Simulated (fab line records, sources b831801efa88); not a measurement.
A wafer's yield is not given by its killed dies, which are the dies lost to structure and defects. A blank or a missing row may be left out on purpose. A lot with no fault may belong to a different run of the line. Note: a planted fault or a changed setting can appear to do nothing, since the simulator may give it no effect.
The tool behind it: which one? || flow sky130 || Sampling: 13 lots, 39 wafers, 3 of 708 route steps

WHAT THE GAUGES SHOWED, per wafer
SKY_FIELD_ISO_THK_MEAS_02.
{"lot": "L440", "measured": "day 1 23:29", "on": "film-metro-04", "FIELD_ISO_OXIDATION_00_THK (nm)": "12.03 12.16 12.17"}
{"lot": "L441", "measured": "day 2 03:55", "on": "film-metro-02", "FIELD_ISO_OXIDATION_00_THK (nm)": "12.11 12.30 12.18"}
{"lot": "L442", "measured": "day 2 09:27", "on": "film-metro-02", "FIELD_ISO_OXIDATION_00_THK (nm)": "11.97 12.11 11.93"}
{"lot": "L444", "measured": "day 2 19:13", "on": "film-metro-02", "FIELD_ISO_OXIDATION_00_THK (nm)": "12.14 12.32 12.21"}
{"lot": "L445", "measured": "day 3 01:07", "on": "film-metro-03", "FIELD_ISO_OXIDATION_00_THK (nm)": "11.72 11.75 11.83"}
{"lot": "L446", "measured": "day 3 04:50", "on": "film-metro-04", "FIELD_ISO_OXIDATION_00_THK (nm)": "11.91 12.06 12.11"}
{"lot": "L449", "measured": "day 3 18:39", "on": "film-metro-04", "FIELD_ISO_OXIDATION_00_THK (nm)": "12.15 12.21 12.19"}
{"lot": "L450", "measured": "day 3 23:38", "on": "film-metro-02", "FIELD_ISO_OXIDATION_00_THK (nm)": "12.18 12.05 12.18"}
{"lot": "L451", "measured": "day 4 05:46", "on": "film-metro-03", "FIELD_ISO_OXIDATION_00_THK (nm)": "12.19 12.11 12.00"}
{"lot": "L452", "measured": "day 4 10:02", "on": "film-metro-03", "FIELD_ISO_OXIDATION_00_THK (nm)": "11.62 11.51 11.77"}
{"lot": "L454", "measured": "day 4 19:38", "on": "film-metro-02", "FIELD_ISO_OXIDATION_00_THK (nm)": "12.21 12.15 12.28"}
{"lot": "L455", "measured": "day 5 00:39", "on": "film-metro-03", "FIELD_ISO_OXIDATION_00_THK (nm)": "12.23 11.94 12.09"}
{"lot": "L461", "measured": "day 6 09:08", "on": "film-metro-03", "FIELD_ISO_OXIDATION_00_THK (nm)": "12.33 12.44 12.33"}

SKY_LI_CONTACT_THK_MEAS_01.
{"lot": "L440", "measured": "day 29 03:21", "on": "film-metro-01", "LI_CONTACT_HDPCVD_THK (nm)": "935 931 930"}
{"lot": "L441", "measured": "day 29 09:16", "on": "film-metro-01", "LI_CONTACT_HDPCVD_THK (nm)": "935 927 913"}
{"lot": "L442", "measured": "day 29 13:57", "on": "film-metro-03", "LI_CONTACT_HDPCVD_THK (nm)": "939 939 940"}
{"lot": "L444", "measured": "day 30 05:01", "on": "film-metro-03", "LI_CONTACT_HDPCVD_THK (nm)": "929 918 920"}
{"lot": "L445", "measured": "day 30 15:44", "on": "film-metro-03", "LI_CONTACT_HDPCVD_THK (nm)": "941 935 950"}
{"lot": "L446", "measured": "day 31 05:15", "on": "film-metro-04", "LI_CONTACT_HDPCVD_THK (nm)": "916 912 941"}
{"lot": "L449", "measured": "day 31 20:47", "on": "film-metro-03", "LI_CONTACT_HDPCVD_THK (nm)": "916 908 916"}
{"lot": "L450", "measured": "day 32 06:27", "on": "film-metro-01", "LI_CONTACT_HDPCVD_THK (nm)": "931 928 942"}
{"lot": "L451", "measured": "day 32 12:42", "on": "film-metro-04", "LI_CONTACT_HDPCVD_THK (nm)": "921 930 922"}
{"lot": "L452", "measured": "day 33 02:04", "on": "film-metro-03", "LI_CONTACT_HDPCVD_THK (nm)": "929 925 926"}
{"lot": "L454", "measured": "day 33 23:12", "on": "film-metro-04", "LI_CONTACT_HDPCVD_THK (nm)": "930 933 932"}
{"lot": "L455", "measured": "day 33 19:28", "on": "film-metro-03", "LI_CONTACT_HDPCVD_THK (nm)": "947 937 947"}
{"lot": "L461", "measured": "day 35 13:04", "on": "film-metro-03", "LI_CONTACT_HDPCVD_THK (nm)": "944 930 923"}

EACH LOT AND THE TOOL THAT RAN IT (in order: tool; ch and the chambers of the sampled wafers; start)
{"lot": "L440", "SKY_VT_ADJUST_LVTN_IMPLANT_08": "implanter-03 ch 0, day 7 18:14"}
{"lot": "L441", "SKY_VT_ADJUST_LVTN_IMPLANT_08": "implanter-03 ch 0, day 7 21:21"}
{"lot": "L442", "SKY_VT_ADJUST_LVTN_IMPLANT_08": "implanter-02 ch 0, day 8 00:34"}
{"lot": "L444", "SKY_VT_ADJUST_LVTN_IMPLANT_08": "implanter-03 ch 0, day 8 14:06"}
{"lot": "L445", "SKY_VT_ADJUST_LVTN_IMPLANT_08": "implanter-03 ch 0, day 8 20:45"}
{"lot": "L446", "SKY_VT_ADJUST_LVTN_IMPLANT_08": "implanter-01 ch 0, day 9 03:59"}
{"lot": "L449", "SKY_VT_ADJUST_LVTN_IMPLANT_08": "implanter-03 ch 0, day 9 19:42"}
{"lot": "L450", "SKY_VT_ADJUST_LVTN_IMPLANT_08": "implanter-03 ch 0, day 10 02:24"}
{"lot": "L451", "SKY_VT_ADJUST_LVTN_IMPLANT_08": "implanter-02 ch 0, day 10 12:04"}
{"lot": "L452", "SKY_VT_ADJUST_LVTN_IMPLANT_08": "implanter-02 ch 0, day 10 21:13"}
{"lot": "L454", "SKY_VT_ADJUST_LVTN_IMPLANT_08": "implanter-03 ch 0, day 11 16:39"}
{"lot": "L455", "SKY_VT_ADJUST_LVTN_IMPLANT_08": "implanter-02 ch 0, day 11 15:24"}
{"lot": "L461", "SKY_VT_ADJUST_LVTN_IMPLANT_08": "implanter-01 ch 0, day 13 03:43"}
- SKY_VT_ADJUST_LVTN_IMPLANT_08

AS READ BY THE TOOLS THEMSELVES (means over the sampled wafers that have a number; for cases with no such wafer, the mark the record gives instead)
SKY_VT_ADJUST_LVTN_IMPLANT_08.
{"lot": "L440", "tool": "implanter-03", "beam-energy-keV": 30.004, "beam-on-s (s)": 10.05}
{"lot": "L441", "tool": "implanter-03", "beam-energy-keV": 29.995, "beam-on-s (s)": 10.16}
{"lot": "L442", "tool": "implanter-02", "beam-energy-keV": 29.994, "beam-on-s (s)": 9.78}
{"lot": "L444", "tool": "implanter-03", "beam-energy-keV": 30.002, "beam-on-s (s)": 10.10}
{"lot": "L445", "tool": "implanter-03", "beam-energy-keV": 30.010, "beam-on-s (s)": 10.06}
{"lot": "L446", "tool": "implanter-01", "beam-energy-keV": 30.011, "beam-on-s (s)": 9.99}
{"lot": "L449", "tool": "implanter-03", "beam-energy-keV": 29.984, "beam-on-s (s)": 9.98}
{"lot": "L450", "tool": "implanter-03", "beam-energy-keV": 31.411, "beam-on-s (s)": 9.90}
{"lot": "L451", "tool": "implanter-02", "beam-energy-keV": 30.003, "beam-on-s (s)": 10.04}
{"lot": "L452", "tool": "implanter-02", "beam-energy-keV": 29.990, "beam-on-s (s)": 9.93}
{"lot": "L454", "tool": "implanter-03", "beam-energy-keV": 31.401, "beam-on-s (s)": 10.09}
{"lot": "L455", "tool": "implanter-02", "beam-energy-keV": 30.000, "beam-on-s (s)": 9.94}
{"lot": "L461", "tool": "implanter-01", "beam-energy-keV": 30.003, "beam-on-s (s)": 10.03}

THE ANSWER, worked out from the rows above alone
Rule: the lots themselves supply what counts as usual. Put in order of their means at a reading, lots are off if they are a third of the lots or fewer, leave a main group of 4 or more, and stand apart from it by a gap of 3 or more times the standard deviation of the main group's means; of several such gaps the widest counts. Not used: any main group whose means are identical at the precision the tables above print for the reading. Also off: a lot with no number at a reading for which 4 or more lots have one. The other lots that the step has rows for count as sound. The gauges are gone through in route order, then the tools' own readings, and for those a lot's mean is taken as printed above. At the first step where some lot is off, the reading lying furthest off is the one used; lots without a number count as furthest.
Off at SKY_VT_ADJUST_LVTN_IMPLANT_08 (beam-energy-keV): L450, L454. Mean 30.000 and standard deviation 0.0078 in the main group.
If a tool, at that step or one of the process steps before it, ran each lot that is off and ran no sound lot following the first of them, it fits. One candidate fits, namely implanter-03 at SKY_VT_ADJUST_LVTN_IMPLANT_08. Its last sound lot is L449 (day 9 19:42), its first lot that is off L450 (day 10 02:24): a fault that began between those two fits.
The tool's own readings at SKY_VT_ADJUST_LVTN_IMPLANT_08 bear it out: on the lots that are off they differ by more than 5 times the standard deviation of the sound lots' means. beam-energy-keV reads 31.406 there against 30.000 on the sound lots.

WHAT WAS PUT IN BY THE SIMULATOR
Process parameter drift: implanter-03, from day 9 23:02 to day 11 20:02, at SKY_VT_ADJUST_LVTN_IMPLANT_08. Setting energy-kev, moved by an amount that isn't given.
Struck lots among those shown: L450, L454. The rule above reached the same finding.
